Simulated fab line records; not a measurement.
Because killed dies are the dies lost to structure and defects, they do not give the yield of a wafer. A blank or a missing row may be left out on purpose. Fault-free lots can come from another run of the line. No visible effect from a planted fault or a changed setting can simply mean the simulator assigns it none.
A struck lot beside a sound one    flow sky130    15 out of 708 route steps
Sound: wafers L933.2, L933.4, L933.5. Struck: wafers L925.2, L925.3. (L925.1 of the same lot was not struck and is left out.) The cause comes at the end.
Order at every step that has rows: each side's tool, ch and its chambers, its first start. Under that, the readings that differ: sound wafers    struck wafers    difference of the means    sigmas: that difference in standard deviations of wafers without a fault.
alike: a reading whose means differ by less than 2 such deviations, as well as words and numbers matching on both sides. not compared: withheld readings; readings where some wafer has no value; bounds like >300 that might hide an equal value; numbers whose values overlap and for which the record gives no deviation.
A row with sigmas, a row that says differs or no value, or rows on one side alone: a step with any of these is where the two part. Numbers that don't overlap but have no deviation are shown without sigmas and don't part them. A reading that every wafer of one side lacks parts them only if that side has two wafers or more.

first, 8 steps without rows for these wafers: SKY_POLY_GATE_DEHYDRATE_05 (time 60 s); SKY_POLY_GATE_HMDS_06 (prime time 60 s); SKY_POLY_GATE_COAT_07 (resist thk 110 nm); SKY_POLY_GATE_COAT_08 (resist thk 450 nm); SKY_POLY_GATE_SOFTBAKE_09 (time 90 s); SKY_POLY_GATE_EXPOSE_10 (exposes mask P1M, target cd 150 nm); SKY_POLY_GATE_PEB_11; SKY_POLY_GATE_DEVELOP_12 (develop time 60 s).
SKY_POLY_GATE_CD_MEAS_13: the cd target is 150 nm.
  sound on cdSem-02 at day 21 02:56; struck on cdSem-02 at day 18 11:49
reading    sound              struck       difference  sigmas
cdNm (nm)  150.9 151.8 151.7  150.2 148.2  -2.3        -2
SKY_POLY_GATE_OVL_MEAS_14:
  sound on overlay-01 at day 21 03:02; struck on overlay-01 at day 18 11:56
  alike: POLY_GATE_OVL
SKY_POLY_GATE_ETCH_15: etches BARC in N2/H2, stops on SiO2, time 118.5 s, target depth 110 nm.
  sound on rieDiel-04 ch 0,1,3, day 21 03:04; struck on rieDiel-03 ch 2,3, day 18 11:58
  alike: drypumpMotorCurrentA, oesProductAu, throttleValvePct
  not compared: rfHoursCounterH
SKY_POLY_GATE_ETCH_16: etches Si3N4 in CH3F/O2, stops on poly-Si, time 147.5 s, target depth 75 nm.
  sound on rieDiel-04 ch 0,1,3, day 21 03:09; struck on rieDiel-03 ch 2,3, day 18 12:03
  alike: drypumpMotorCurrentA, oesProductAu, throttleValvePct
  not compared: rfHoursCounterH
SKY_POLY_GATE_ETCH_17: etches poly-Si in HBr/Cl2, stops on SiO2, target depth 180 nm, time 70.5 s.
  sound on rieSi-02 ch 1,3, day 21 03:15; struck on rieSi-02 ch 2,3, day 18 12:09
reading                                          sound                    struck             difference  sigmas
oesProductAu (a.u.)                              0.991 0.979 0.993        1.031 1.008        +0.032      +5
overEtchFrac                                     0.56667 0.56667 0.56667  0.089736 0.089736  -0.476934   
model.etch.depthNm (nm)                          179.9 178.3 178.7        129.7 127.3        -50.5       
model.POLY_GATE.featureDepthNm (nm)              179.9 178.3 178.7        129.7 127.3        -50.5       
model.KrF-thick_of_POLY_GATE_COAT_08.thkNm (nm)  141.7 143.9 146.4        164.2 170.4        +23.3       
  alike: drypumpMotorCurrentA, throttleValvePct
  not compared: rfHoursCounterH
SKY_POLY_GATE_STRIP_18: strips in O2/N2.
  sound on plasmaAsher-01 ch 0,1, day 21 03:18; struck on plasmaAsher-03 ch 0, day 18 12:12
reading                   sound              struck       difference  sigmas
drypumpMotorCurrentA (A)  5.4 5.4 5.2        6.4 6.4      +1.1        +2
oesProductAu (a.u.)       0.359 0.363 0.369  0.375 0.371  +0.009      +2
stripTimeToEndpointS (s)  3.20 3.23 3.24     3.42 3.50    +0.24       +7
  not compared: rfHoursCounterH
then, 1 step without rows for these wafers: SKY_POLY_GATE_CLEAN_19 (cleans in SC1/SC2, time 150 s).

WHERE THEY PART
At SKY_POLY_GATE_CD_MEAS_13 first; at SKY_POLY_GATE_STRIP_18 last (within this record only).

WHY: whatever the simulator had introduced
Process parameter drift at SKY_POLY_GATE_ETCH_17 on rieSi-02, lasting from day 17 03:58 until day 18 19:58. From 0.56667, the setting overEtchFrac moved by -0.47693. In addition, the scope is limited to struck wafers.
